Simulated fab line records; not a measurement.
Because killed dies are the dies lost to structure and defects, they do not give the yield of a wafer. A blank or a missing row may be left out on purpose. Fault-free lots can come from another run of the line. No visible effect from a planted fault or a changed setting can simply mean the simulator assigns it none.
Problem report in the 8D (eight disciplines) form, filled by code	flow sky130	the parts of the form that need people (team, actions taken, sign-off) are left out

1. WHAT IS WRONG
VIA2_HDPCVD_THK at SKY_VIA2_THK_MEAS_01 reads a mean of 1426 nm on 2 wafers of 1 lot; wafers without a fault read 1182 nm with a standard deviation of 11. That is +22 standard deviations from the usual mean.
Earliest sighting: wafer L607.3 on film metro-01 at day 40 11:35. Wafers with a number at this step in the record: 36, from 12 lots. Rule for "out", or "out of limits": more than 4 standard deviations from the usual mean. The rest of the wafers with a number are treated as sound.

2. WHAT IT IS AND WHAT IT IS NOT
question	is	is not
which readings at this step	VIA2_HDPCVD_THK	-
which lots	L607	L591, L592, L593, L595, L596, L597, L598, L605, L610, L612, L614
which wafers of those lots	L607.3, L607.4	L607.5
read on which gauges	film metro-01	film metro-03, film metro-04
when	from day 40 11:35	up to then (25 sound wafers); but 9 sound wafers of L610, L612, L614 came after

3. WHAT RULES OUT EACH SUSPECT
Counting: if a tool at a process step up to the reading ran every lot that is out, it stays a suspect. Sound lots after the first of them don't rule it out here, since some wafers of a struck lot are sound.
- the gauge at SKY_VIA2_THK_MEAS_01 has been ruled out. All the wafers that are out were read on film metro-01, but those of them that SKY_VIA2_HDPCVD_00 has rows for are out there too, on other tools.
- cmp-02 at SKY_VIA1_CMP_24 (polishes, stops on SiO2, t overpolish 15 s, target thk 0 nm): kept. The lot that is out, L607, ran on it at day 39 08:21; the last sound lot it ran before that was L593, at day 35 04:43.
- hdpcvd-01 at SKY_VIA2_HDPCVD_00 (deposits SiO2, target thk 1180 nm, time 196.7 s): kept. The lot that is out, L607, ran on it at day 40 11:26; the last sound lot it ran before that was L598, at day 37 12:37. Its own sih4 flow sccm readings are out on those wafers.
- At SKY_VIA2_HDPCVD_00 on hdpcvd-01, chamber 0 took the sound wafers of the same lots and chamber 2 took the wafers that are out.
What counting leaves: cmp-02 at SKY_VIA1_CMP_24 and hdpcvd-01 at SKY_VIA2_HDPCVD_00.

4. THE CAUSE (what the simulator had put in)
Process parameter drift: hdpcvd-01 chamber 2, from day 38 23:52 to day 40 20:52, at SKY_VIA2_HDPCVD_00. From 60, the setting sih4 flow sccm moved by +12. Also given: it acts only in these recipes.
Counting left 2 suspects, and this tool is among them.

5. THE CHAIN OF EFFECTS, in route order
Rows list readings where the struck wafers' mean (over those with a number) sits beyond 3 standard deviations from the usual. Readings are gone through only where the record gives a usual standard deviation; hours: the median, over the lots, of the time from a lot's start at the first step in this table giving one to that lot's start at this step; sigmas: the change measured in usual standard deviations.
hours	step	reading	usual	on struck wafers	change	sigmas
0	SKY_VIA2_HDPCVD_00	sih4 flow sccm	60.00 sccm	72.27	+12.27	+72
0	SKY_VIA2_THK_MEAS_01	VIA2_HDPCVD_THK	1182 nm	1426	+244	+22
It contains these process steps:
- SKY_VIA2_HDPCVD_00: deposits SiO2, target thk 1180 nm, time 196.7 s.

6. WHAT WOULD HAVE CAUGHT IT SOONER
36 hours passed between the start of the fault at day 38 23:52 and the first reading out of limits at a measuring or inspecting step in this record, taken at day 40 11:35.
Tool's own readings at SKY_VIA2_HDPCVD_00, sih4 flow sccm: out on all struck wafers the step has rows for; an alarm limit on them would have tripped on the first.
By day 40 11:35 the whole set of lots that are out, 1 in number, had already begun SKY_VIA2_HDPCVD_00 on hdpcvd-01. Tool hold at that time: it would have spared none of them.
